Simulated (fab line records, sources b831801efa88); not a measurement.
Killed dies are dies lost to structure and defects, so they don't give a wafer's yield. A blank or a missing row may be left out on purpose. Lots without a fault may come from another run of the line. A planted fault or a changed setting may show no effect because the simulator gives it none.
A sampling plan put to the test | flow gf180mcu | one fab line, 68 faults that these records tell of, each judged on the records of the lots that it struck
The plan is the line's own looks: the steps of the route at which a gauge or an inspection reads the wafer and doesn't change it. A look can be judged if struck wafers have a number there and the file gives its usual mean and standard deviation on fault-free wafers. Caught: at a look after the fault's first step, the mean of the struck wafers lies 4 or more of those standard deviations (sigma) from the usual mean. On the tool: the same test on the tool's own readings at the fault's steps. Another recipe on the struck wafers, or a record that is blank for them alone, also counts as caught.

THE FAULTS, as the simulator had put them in
1. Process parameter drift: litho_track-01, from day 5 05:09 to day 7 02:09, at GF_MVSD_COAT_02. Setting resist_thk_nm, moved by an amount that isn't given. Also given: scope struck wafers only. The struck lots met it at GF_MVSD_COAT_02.
2. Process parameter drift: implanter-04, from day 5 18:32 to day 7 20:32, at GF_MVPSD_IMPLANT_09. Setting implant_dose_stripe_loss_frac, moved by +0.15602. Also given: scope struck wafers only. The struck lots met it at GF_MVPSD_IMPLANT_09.
3. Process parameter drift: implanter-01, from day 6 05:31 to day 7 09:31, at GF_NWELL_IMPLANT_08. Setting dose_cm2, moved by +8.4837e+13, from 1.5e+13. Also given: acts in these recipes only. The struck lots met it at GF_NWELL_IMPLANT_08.
4. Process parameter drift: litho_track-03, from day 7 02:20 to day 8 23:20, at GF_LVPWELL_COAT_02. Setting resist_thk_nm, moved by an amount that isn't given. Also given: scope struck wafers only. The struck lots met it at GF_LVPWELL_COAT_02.
5. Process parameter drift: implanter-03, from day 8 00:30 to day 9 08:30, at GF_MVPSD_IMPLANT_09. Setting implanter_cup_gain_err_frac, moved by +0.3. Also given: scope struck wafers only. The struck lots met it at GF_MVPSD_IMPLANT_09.
6. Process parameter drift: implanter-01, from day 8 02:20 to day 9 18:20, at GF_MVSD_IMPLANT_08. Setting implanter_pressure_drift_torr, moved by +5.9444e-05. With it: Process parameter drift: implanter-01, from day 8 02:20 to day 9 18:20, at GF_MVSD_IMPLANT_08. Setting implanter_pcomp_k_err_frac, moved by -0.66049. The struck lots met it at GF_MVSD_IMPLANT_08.
7. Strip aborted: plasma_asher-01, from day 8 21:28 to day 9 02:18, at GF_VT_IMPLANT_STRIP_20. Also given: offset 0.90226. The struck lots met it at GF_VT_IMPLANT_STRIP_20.
8. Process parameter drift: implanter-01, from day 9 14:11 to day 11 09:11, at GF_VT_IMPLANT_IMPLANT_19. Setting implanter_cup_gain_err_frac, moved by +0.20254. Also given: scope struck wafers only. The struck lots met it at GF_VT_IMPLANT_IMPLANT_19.
9. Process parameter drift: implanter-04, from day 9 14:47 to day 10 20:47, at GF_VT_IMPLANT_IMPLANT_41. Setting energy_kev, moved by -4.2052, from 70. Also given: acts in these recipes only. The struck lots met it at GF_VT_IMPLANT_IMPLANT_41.
10. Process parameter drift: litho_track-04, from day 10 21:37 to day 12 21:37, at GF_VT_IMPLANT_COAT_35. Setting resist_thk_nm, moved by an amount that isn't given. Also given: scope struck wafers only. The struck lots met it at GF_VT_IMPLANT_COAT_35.
11. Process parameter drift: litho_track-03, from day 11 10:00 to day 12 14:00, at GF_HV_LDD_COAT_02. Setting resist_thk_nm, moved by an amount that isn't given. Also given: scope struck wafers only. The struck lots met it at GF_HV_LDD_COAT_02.
12. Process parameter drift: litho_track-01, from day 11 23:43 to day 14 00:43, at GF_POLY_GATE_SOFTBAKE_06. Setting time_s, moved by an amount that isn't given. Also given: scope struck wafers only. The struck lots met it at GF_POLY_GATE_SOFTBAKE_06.
13. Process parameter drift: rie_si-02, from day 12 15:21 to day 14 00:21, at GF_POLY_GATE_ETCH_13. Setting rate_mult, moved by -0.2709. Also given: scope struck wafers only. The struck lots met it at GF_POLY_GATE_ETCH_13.
14. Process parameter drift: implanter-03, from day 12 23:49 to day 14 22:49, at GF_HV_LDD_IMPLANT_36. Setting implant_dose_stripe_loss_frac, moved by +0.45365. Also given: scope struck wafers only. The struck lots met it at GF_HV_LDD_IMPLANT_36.
15. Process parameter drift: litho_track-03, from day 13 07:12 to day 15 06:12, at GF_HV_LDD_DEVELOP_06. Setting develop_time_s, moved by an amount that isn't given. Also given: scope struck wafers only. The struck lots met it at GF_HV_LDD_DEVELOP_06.
16. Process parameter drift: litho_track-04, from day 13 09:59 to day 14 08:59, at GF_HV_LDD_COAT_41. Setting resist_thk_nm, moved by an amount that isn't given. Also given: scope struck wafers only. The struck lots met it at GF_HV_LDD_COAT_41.
17. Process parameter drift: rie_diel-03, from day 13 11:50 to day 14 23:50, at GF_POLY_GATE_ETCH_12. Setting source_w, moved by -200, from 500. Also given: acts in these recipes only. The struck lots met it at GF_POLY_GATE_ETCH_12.
18. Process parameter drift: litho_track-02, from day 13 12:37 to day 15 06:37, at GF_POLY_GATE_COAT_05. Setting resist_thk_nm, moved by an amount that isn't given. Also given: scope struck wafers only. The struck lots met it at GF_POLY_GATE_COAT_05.
19. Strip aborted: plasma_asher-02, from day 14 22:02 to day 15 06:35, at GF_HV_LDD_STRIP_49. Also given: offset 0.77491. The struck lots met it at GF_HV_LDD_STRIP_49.
20. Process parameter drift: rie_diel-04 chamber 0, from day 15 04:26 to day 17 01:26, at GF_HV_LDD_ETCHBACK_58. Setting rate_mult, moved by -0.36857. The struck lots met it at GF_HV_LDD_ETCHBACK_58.
21. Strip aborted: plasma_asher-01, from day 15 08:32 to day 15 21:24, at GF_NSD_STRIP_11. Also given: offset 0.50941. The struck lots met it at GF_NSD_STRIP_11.
22. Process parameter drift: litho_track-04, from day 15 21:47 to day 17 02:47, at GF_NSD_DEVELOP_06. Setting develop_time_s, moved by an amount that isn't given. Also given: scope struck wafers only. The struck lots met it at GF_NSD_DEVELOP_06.
23. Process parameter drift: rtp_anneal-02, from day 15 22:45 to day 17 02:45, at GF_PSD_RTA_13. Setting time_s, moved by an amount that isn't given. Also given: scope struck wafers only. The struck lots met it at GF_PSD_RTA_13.
24. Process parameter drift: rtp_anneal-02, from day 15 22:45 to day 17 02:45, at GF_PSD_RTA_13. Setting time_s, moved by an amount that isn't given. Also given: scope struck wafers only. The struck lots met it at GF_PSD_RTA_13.
25. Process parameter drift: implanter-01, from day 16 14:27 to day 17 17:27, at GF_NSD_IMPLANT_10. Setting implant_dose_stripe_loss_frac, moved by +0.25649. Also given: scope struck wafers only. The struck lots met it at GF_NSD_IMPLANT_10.
26. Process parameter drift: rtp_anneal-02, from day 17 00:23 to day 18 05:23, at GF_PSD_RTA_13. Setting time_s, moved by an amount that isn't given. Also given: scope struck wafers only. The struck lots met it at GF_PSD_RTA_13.
27. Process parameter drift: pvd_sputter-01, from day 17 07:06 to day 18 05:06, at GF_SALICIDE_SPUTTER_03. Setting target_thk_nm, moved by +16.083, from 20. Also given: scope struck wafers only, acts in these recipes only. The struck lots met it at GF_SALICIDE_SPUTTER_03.
28. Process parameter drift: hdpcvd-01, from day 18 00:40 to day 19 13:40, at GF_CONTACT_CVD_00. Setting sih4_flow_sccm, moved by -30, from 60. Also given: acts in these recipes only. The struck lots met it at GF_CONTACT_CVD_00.
29. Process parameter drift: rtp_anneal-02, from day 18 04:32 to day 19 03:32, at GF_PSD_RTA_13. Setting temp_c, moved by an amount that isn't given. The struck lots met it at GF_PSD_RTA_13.
30. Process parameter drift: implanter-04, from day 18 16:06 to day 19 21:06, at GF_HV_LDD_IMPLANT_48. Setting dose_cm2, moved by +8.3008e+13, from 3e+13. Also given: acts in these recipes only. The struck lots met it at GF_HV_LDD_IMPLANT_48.
31. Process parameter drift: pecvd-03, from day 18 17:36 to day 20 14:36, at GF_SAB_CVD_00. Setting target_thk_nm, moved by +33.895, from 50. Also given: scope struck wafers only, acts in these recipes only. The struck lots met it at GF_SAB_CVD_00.
32. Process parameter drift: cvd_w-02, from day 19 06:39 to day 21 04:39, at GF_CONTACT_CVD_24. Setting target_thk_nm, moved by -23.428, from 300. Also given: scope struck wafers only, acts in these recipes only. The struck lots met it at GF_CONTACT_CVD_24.
33. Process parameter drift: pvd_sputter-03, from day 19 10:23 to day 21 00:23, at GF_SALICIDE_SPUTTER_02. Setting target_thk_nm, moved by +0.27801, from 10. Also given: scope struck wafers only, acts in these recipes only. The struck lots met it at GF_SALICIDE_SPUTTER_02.
34. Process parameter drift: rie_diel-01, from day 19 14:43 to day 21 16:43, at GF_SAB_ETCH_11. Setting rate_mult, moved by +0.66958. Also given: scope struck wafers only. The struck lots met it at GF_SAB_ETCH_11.
35. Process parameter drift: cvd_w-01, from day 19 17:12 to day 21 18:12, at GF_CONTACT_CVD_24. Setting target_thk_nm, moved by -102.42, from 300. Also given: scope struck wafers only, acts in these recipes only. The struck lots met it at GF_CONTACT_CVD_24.
36. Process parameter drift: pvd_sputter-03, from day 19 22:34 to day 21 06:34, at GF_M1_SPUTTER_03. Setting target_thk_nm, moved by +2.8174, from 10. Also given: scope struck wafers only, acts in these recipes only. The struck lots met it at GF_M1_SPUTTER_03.
37. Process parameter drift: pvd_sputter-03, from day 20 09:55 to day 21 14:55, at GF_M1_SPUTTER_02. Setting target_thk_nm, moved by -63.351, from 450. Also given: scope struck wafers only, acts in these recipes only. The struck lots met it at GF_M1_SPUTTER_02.
38. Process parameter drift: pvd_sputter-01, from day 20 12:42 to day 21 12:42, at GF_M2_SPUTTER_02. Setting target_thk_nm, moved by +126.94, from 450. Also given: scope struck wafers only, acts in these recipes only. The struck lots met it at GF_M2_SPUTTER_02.
39. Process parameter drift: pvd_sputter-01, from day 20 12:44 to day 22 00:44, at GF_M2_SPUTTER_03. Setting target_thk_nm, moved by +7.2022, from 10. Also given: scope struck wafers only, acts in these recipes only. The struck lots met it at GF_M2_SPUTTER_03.
40. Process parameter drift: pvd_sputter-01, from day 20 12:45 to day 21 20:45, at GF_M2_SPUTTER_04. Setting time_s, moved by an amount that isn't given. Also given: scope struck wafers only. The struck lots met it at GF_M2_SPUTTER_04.
41. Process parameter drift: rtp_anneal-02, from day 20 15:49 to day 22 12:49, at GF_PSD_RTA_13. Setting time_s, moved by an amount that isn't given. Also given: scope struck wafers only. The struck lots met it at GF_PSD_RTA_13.
42. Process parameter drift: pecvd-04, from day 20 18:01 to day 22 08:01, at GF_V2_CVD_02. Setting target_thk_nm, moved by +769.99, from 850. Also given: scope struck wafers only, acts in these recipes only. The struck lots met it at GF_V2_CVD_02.
43. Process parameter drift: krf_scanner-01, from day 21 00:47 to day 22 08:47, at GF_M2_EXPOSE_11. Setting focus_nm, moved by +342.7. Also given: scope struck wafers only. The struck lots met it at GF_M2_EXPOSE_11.
44. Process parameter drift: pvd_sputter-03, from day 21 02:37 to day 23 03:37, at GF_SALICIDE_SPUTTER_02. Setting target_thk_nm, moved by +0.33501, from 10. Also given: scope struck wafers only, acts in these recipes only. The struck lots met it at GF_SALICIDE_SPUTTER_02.
45. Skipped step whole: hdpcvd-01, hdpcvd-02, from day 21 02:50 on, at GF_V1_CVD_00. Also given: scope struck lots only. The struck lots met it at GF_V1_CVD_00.
46. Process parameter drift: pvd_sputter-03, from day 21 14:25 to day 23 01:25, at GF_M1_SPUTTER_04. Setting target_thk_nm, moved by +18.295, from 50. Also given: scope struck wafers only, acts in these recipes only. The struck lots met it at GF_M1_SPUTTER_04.
47. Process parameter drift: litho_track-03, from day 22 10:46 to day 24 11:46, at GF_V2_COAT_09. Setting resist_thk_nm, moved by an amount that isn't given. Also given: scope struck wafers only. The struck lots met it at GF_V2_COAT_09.
48. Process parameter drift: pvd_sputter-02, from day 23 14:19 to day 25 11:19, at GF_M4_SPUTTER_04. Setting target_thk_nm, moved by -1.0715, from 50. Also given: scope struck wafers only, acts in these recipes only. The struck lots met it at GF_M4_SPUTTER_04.
49. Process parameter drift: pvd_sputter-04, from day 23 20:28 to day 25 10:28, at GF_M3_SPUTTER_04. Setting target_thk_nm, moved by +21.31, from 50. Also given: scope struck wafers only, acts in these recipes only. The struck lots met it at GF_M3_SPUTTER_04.
50. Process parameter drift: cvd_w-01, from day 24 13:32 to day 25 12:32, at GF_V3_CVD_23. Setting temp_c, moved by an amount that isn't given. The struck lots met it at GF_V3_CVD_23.
51. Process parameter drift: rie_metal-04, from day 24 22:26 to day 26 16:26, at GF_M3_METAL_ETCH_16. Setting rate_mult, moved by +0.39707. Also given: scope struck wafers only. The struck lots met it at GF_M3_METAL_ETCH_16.
52. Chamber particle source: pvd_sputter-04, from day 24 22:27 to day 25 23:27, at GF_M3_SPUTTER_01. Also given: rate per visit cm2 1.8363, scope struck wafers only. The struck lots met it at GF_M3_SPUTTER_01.
53. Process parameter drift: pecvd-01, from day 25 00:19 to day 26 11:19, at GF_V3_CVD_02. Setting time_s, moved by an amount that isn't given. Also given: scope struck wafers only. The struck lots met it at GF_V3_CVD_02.
54. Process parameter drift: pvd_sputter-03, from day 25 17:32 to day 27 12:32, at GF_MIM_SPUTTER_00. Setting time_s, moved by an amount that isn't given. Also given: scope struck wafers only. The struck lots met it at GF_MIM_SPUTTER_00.
55. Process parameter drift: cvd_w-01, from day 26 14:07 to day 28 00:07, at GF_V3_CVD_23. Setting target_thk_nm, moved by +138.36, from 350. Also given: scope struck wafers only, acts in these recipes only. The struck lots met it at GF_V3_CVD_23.
56. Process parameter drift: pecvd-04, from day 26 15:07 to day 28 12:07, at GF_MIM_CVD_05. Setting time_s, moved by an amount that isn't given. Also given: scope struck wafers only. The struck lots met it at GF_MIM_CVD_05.
57. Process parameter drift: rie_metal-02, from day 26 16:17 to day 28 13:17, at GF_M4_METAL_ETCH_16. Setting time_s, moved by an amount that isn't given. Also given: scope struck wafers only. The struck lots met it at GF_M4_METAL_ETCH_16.
58. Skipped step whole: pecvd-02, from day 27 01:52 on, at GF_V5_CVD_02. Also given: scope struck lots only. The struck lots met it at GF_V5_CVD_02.
59. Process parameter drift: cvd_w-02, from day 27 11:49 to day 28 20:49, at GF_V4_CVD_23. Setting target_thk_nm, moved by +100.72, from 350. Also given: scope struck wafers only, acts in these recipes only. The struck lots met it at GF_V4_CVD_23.
60. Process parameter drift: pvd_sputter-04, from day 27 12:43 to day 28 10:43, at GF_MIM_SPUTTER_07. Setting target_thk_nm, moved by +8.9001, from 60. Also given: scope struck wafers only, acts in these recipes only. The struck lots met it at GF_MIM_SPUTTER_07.
61. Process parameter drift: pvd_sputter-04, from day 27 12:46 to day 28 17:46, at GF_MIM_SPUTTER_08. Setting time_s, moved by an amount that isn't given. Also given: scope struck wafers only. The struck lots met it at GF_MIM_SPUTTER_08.
62. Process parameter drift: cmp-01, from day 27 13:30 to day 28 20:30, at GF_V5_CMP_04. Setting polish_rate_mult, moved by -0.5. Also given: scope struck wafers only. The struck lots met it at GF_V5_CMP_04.
63. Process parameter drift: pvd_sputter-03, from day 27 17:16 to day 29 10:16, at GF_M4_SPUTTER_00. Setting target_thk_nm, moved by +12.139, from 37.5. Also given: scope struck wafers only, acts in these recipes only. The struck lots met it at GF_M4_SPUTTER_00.
64. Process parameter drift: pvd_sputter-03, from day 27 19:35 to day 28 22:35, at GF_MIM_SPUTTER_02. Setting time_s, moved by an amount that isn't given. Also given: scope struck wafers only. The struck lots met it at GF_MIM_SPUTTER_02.
65. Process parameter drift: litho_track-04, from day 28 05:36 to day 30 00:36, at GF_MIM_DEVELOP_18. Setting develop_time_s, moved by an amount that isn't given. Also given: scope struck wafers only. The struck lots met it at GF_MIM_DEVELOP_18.
66. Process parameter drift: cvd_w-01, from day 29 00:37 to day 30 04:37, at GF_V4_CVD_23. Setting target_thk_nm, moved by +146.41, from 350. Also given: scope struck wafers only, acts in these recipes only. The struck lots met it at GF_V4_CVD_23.
67. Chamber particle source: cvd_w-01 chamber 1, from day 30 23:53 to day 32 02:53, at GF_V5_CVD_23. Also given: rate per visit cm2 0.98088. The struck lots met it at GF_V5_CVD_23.
68. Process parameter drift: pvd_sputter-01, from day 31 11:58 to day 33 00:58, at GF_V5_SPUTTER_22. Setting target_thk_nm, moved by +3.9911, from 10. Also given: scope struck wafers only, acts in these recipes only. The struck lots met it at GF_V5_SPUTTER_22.

WHAT THE PLAN SAW
fault | on the tool itself                               | first look that catches it                      | reading, sigma                                     | median hours from its first step to that look | hours from the fault's start to the first struck lot there | judged looks passed uncaught
1     | under 2 sigma                                    | not the one look that can be judged after it    | -                                                  | -                                             | -                                                          | 1
2     | no reading that can be judged                    | none of the 5 looks that can be judged after it | -                                                  | -                                             | -                                                          | 5
3     | dose_ions_cm2 +99 or beyond sigma                | GF_NWELL_TW_MEAS_11                             | NWELL_TW +98                                       | 0.4                                           | 6                                                          | 0
4     | no reading that can be judged                    | GF_VT_IMPLANT_TW_MEAS_32                        | VT_IMPLANT_3_TW +7.5                               | 94.5                                          | 102                                                        | 0
5     | faraday_current_uA +15 sigma                     | GF_VT_IMPLANT_RS_MEAS_49                        | MVPSD_RS +19                                       | 74.0                                          | 101                                                        | 0
6     | end_station_pressure_torr +99 or beyond sigma    | GF_VT_IMPLANT_RS_MEAS_46                        | MVSD_RS -15                                        | 89.2                                          | 90                                                         | 1
7     | oes_product_au +42 sigma                         | GF_VT_IMPLANT_TW_MEAS_32                        | VT_IMPLANT_3_TW -85                                | 17.4                                          | 22                                                         | 0
8     | faraday_current_uA +9.7 sigma                    | GF_VT_IMPLANT_TW_MEAS_21                        | VT_IMPLANT_2_TW -5.7                               | 0.2                                           | 3                                                          | 0
9     | beam_energy_keV -99 or beyond sigma              | no look after it can be judged                  | -                                                  | -                                             | -                                                          | 0
10    | under 2 sigma                                    | not the one look that can be judged after it    | -                                                  | -                                             | -                                                          | 1
11    | no reading that can be judged                    | not the one look that can be judged after it    | -                                                  | -                                             | -                                                          | 1
12    | run_length_s +99 or beyond sigma                 | not the one look that can be judged after it    | strongest: cd_nm at GF_POLY_GATE_CD_MEAS_10, -2.7  | -                                             | -                                                          | 1
13    | oes_product_au -18 sigma                         | not the one look that can be judged after it    | -                                                  | -                                             | -                                                          | 1
14    | under 2 sigma                                    | none of the 2 looks that can be judged after it | strongest: HV_LDD_RS at GF_HV_LDD_RS_MEAS_53, +3.6 | -                                             | -                                                          | 2
15    | under 2 sigma                                    | GF_HV_LDD_CD_MEAS_07                            | cd_nm -14                                          | 0.2                                           | 9                                                          | 0
16    | no reading that can be judged                    | GF_HV_LDD_CD_MEAS_46                            | cd_nm +9.2                                         | 10.5                                          | 27                                                         | 0
17    | rf_fwd_power_W -99 or beyond sigma               | no look after it can be judged                  | -                                                  | -                                             | -                                                          | 0
18    | under 2 sigma                                    | no look after it can be judged                  | -                                                  | -                                             | -                                                          | 0
19    | oes_product_au +46 sigma                         | no look after it can be judged                  | -                                                  | -                                             | -                                                          | 0
20    | oes_product_au -12 sigma                         | no look after it can be judged                  | -                                                  | -                                             | -                                                          | 0
21    | under 2 sigma                                    | GF_PSD_TW_MEAS_11                               | PSD_TW -95                                         | 22.7                                          | 35                                                         | 0
22    | no reading that can be judged                    | GF_NSD_CD_MEAS_07                               | cd_nm +6.8                                         | 0.1                                           | 17                                                         | 0
23    | run_length_s +26 sigma                           | GF_PSD_RS_MEAS_14                               | NSD_RS -26                                         | 0.1                                           | 6                                                          | 0
24    | run_length_s +56 sigma                           | GF_PSD_RS_MEAS_14                               | NSD_RS -47                                         | 0.1                                           | 6                                                          | 0
25    | no reading that can be judged                    | GF_PSD_RS_MEAS_14                               | NSD_RS +8.4                                        | 23.4                                          | 35                                                         | 0
26    | run_length_s -14 sigma                           | GF_PSD_RS_MEAS_14                               | NSD_RS +18                                         | 0.1                                           | 4                                                          | 0
27    | under 2 sigma                                    | GF_SALICIDE_RS_MEAS_04                          | SALICIDE_TIN_RS -10                                | 0.0                                           | 3                                                          | 0
28    | sih4_flow_sccm -99 or beyond sigma               | GF_CONTACT_THK_MEAS_01                          | CONTACT_CVD_00_THK -40                             | 0.1                                           | 14                                                         | 0
29    | wafer_temp_C_max -4.4 sigma                      | GF_PSD_RS_MEAS_14                               | NSD_RS +16                                         | 0.1                                           | 7                                                          | 0
30    | dose_ions_cm2 +99 or beyond sigma                | GF_HV_LDD_TW_MEAS_50                            | HV_LDD_4_TW +99 or beyond                          | 0.2                                           | 10                                                         | 0
31    | under 2 sigma                                    | GF_SAB_THK_MEAS_01                              | SAB_CVD_00_THK +48                                 | 0.0                                           | 20                                                         | 0
32    | under 2 sigma                                    | GF_CONTACT_RS_MEAS_25                           | CONTACT_W_RS +6.4                                  | 0.1                                           | 10                                                         | 0
33    | under 2 sigma                                    | no look after it can be judged                  | -                                                  | -                                             | -                                                          | 0
34    | oes_product_au +34 sigma                         | no look after it can be judged                  | -                                                  | -                                             | -                                                          | 0
35    | under 2 sigma                                    | GF_CONTACT_RS_MEAS_25                           | CONTACT_W_RS +44                                   | 0.1                                           | 10                                                         | 0
36    | only faintly: throttle_valve_pct +2.0 sigma      | no look after it can be judged                  | -                                                  | -                                             | -                                                          | 0
37    | under 2 sigma                                    | GF_M1_RS_MEAS_05                                | M1_ALCU_RS +12                                     | 0.1                                           | 17                                                         | 0
38    | under 2 sigma                                    | GF_M2_RS_MEAS_05                                | M2_ALCU_RS -13                                     | 0.1                                           | 23                                                         | 0
39    | under 2 sigma                                    | no look after it can be judged                  | -                                                  | -                                             | -                                                          | 0
40    | under 2 sigma                                    | none of the 7 looks that can be judged after it | -                                                  | -                                             | -                                                          | 7
41    | run_length_s +14 sigma                           | GF_PSD_RS_MEAS_14                               | NSD_RS -15                                         | 0.1                                           | 4                                                          | 0
42    | under 2 sigma                                    | GF_V2_THK_MEAS_03                               | V2_CVD_02_THK +53                                  | 0.1                                           | 16                                                         | 0
43    | no reading that can be judged                    | GF_M2_CD_MEAS_14                                | cd_nm -25                                          | 11.3                                          | 15                                                         | 0
44    | under 2 sigma                                    | no look after it can be judged                  | -                                                  | -                                             | -                                                          | 0
45    | the tool's record is blank for the struck wafers | not the one look that can be judged after it    | strongest: V1_BOW at GF_V1_BOW_MEAS_05, -3.1       | -                                             | -                                                          | 1
46    | under 2 sigma                                    | none of the 7 looks that can be judged after it | strongest: M1_ALCU_THK at GF_M1_THK_MEAS_06, -2.4  | -                                             | -                                                          | 7
47    | no reading that can be judged                    | not the one look that can be judged after it    | -                                                  | -                                             | -                                                          | 1
48    | under 2 sigma                                    | none of the 7 looks that can be judged after it | -                                                  | -                                             | -                                                          | 7
49    | under 2 sigma                                    | not the one look that can be judged after it    | -                                                  | -                                             | -                                                          | 1
50    | susceptor_temp_C +99 or beyond sigma             | GF_V3_RS_MEAS_24                                | V3_W_RS -27                                        | 0.1                                           | 3                                                          | 0
51    | under 2 sigma                                    | none of the 2 looks that can be judged after it | -                                                  | -                                             | -                                                          | 2
52    | under 2 sigma                                    | none of the 2 looks that can be judged after it | -                                                  | -                                             | -                                                          | 2
53    | run_length_s -13 sigma                           | GF_V3_THK_MEAS_03                               | V3_CVD_02_THK -5.5                                 | 0.1                                           | 4                                                          | 0
54    | under 2 sigma                                    | no look after it can be judged                  | -                                                  | -                                             | -                                                          | 0
55    | under 2 sigma                                    | GF_V3_RS_MEAS_24                                | V3_W_RS -19                                        | 0.1                                           | 11                                                         | 0
56    | run_length_s -4.0 sigma                          | GF_MIM_THK_MEAS_06                              | MIM_CVD_05_THK -4.8                                | 0.0                                           | 17                                                         | 0
57    | run_length_s +44 sigma                           | no look after it can be judged                  | -                                                  | -                                             | -                                                          | 0
58    | the tool's record is blank for the struck wafers | none of the 3 looks that can be judged after it | strongest: V5_BOW at GF_V5_BOW_MEAS_05, -2.6       | -                                             | -                                                          | 3
59    | under 2 sigma                                    | GF_V4_RS_MEAS_24                                | V4_W_RS -16                                        | 0.1                                           | 5                                                          | 0
60    | under 2 sigma                                    | no look after it can be judged                  | -                                                  | -                                             | -                                                          | 0
61    | under 2 sigma                                    | GF_MIM_RS_MEAS_10                               | MIM_ALCU_RS +6.0                                   | 0.1                                           | 5                                                          | 0
62    | under 2 sigma                                    | no look after it can be judged                  | -                                                  | -                                             | -                                                          | 0
63    | under 2 sigma                                    | no look after it can be judged                  | -                                                  | -                                             | -                                                          | 0
64    | under 2 sigma                                    | no look after it can be judged                  | -                                                  | -                                             | -                                                          | 0
65    | no reading that can be judged                    | no look after it can be judged                  | -                                                  | -                                             | -                                                          | 0
66    | only faintly: heater_power_w +2.1 sigma          | GF_V4_RS_MEAS_24                                | V4_W_RS -21                                        | 0.1                                           | 25                                                         | 0
67    | under 2 sigma                                    | not the one look that can be judged after it    | -                                                  | -                                             | -                                                          | 1
68    | under 2 sigma                                    | no look after it can be judged                  | -                                                  | -                                             | -                                                          | 0
A dash: the fault isn't caught, or these records don't give the number.

Caught at a look: 33 of 68. Caught on the tool: 25 of 68. By one or the other: 43 of 68.
Caught on the tool alone: faults 9, 12, 13, 17, 19, 20, 34, 45, 57, 58.
Caught at a look alone: faults 4, 15, 16, 21, 22, 25, 27, 31, 32, 35, 37, 38, 42, 43, 55, 59, 61, 66.
Caught by neither: faults 1, 2, 10, 11, 14, 18, 33, 36, 39, 40, 44, 46, 47, 48, 49, 51, 52, 54, 60, 62, 63, 64, 65, 67, 68.

THINNER SAMPLING
If the look that catches a fault measured only every second or every third lot, by lot number, the first struck lot would be measured this late in the worst case:
fault | struck lots at that look, in order of time | every lot | every second lot | every third lot
3     | L639, L642                                 | 6 h       | 23 h             | may miss all 2
4     | L672, L673, L675                           | 102 h     | 110 h            | may miss all 3
5     | L882                                       | 101 h     | may miss it      | may miss it
6     | L115, L116                                 | 90 h      | 98 h             | may miss all 2
7     | L784                                       | 22 h      | may miss it      | may miss it
8     | L320, L322, L323                           | 3 h       | 24 h             | may miss all 3
15    | L943, L945                                 | 9 h       | may miss all 2   | may miss all 2
16    | L690                                       | 27 h      | may miss it      | may miss it
21    | L706                                       | 35 h      | may miss it      | may miss it
22    | L303, L304                                 | 17 h      | 24 h             | may miss all 2
23    | L569, L570                                 | 6 h       | 12 h             | may miss all 2
24    | L626, L627, L628                           | 6 h       | 12 h             | 21 h
25    | L189, L190                                 | 35 h      | 45 h             | may miss all 2
26    | L783, L784, L785                           | 4 h       | 13 h             | 21 h
27    | L435, L436                                 | 3 h       | 13 h             | may miss all 2
28    | L251, L254                                 | 14 h      | 36 h             | may miss all 2
29    | L198, L199                                 | 7 h       | 19 h             | may miss all 2
30    | L228, L229                                 | 10 h      | 26 h             | may miss all 2
31    | L145, L146                                 | 20 h      | 43 h             | may miss all 2
32    | L147, L148, L151                           | 10 h      | 17 h             | may miss all 3
35    | L214, L217                                 | 10 h      | 42 h             | may miss all 2
37    | L517                                       | 17 h      | may miss it      | may miss it
38    | L910                                       | 23 h      | may miss it      | may miss it
41    | L860                                       | 4 h       | may miss it      | may miss it
42    | L910, L912                                 | 16 h      | may miss all 2   | may miss all 2
43    | L462, L464, L465                           | 15 h      | 42 h             | may miss all 3
50    | L331, L332, L333                           | 3 h       | 15 h             | 21 h
53    | L672, L675                                 | 4 h       | 34 h             | may miss all 2
55    | L845                                       | 11 h      | may miss it      | may miss it
56    | L644                                       | 17 h      | may miss it      | may miss it
59    | L486, L488                                 | 5 h       | may miss all 2   | may miss all 2
61    | L228, L229, L230                           | 5 h       | 10 h             | 11 h
66    | L800                                       | 25 h      | may miss it      | may miss it
Hours are from the fault's start to the first struck lot that is measured. The limit of 4 sigma was tested on all struck wafers together, so one lot alone may lie under it. Other struck lots may not be in these records.

THE LONGEST TIMED WAY FROM STEP TO LOOK
Fault 4: a median of 94.5 hours passes between GF_LVPWELL_COAT_02 and GF_VT_IMPLANT_TW_MEAS_32. No look between them can be judged.
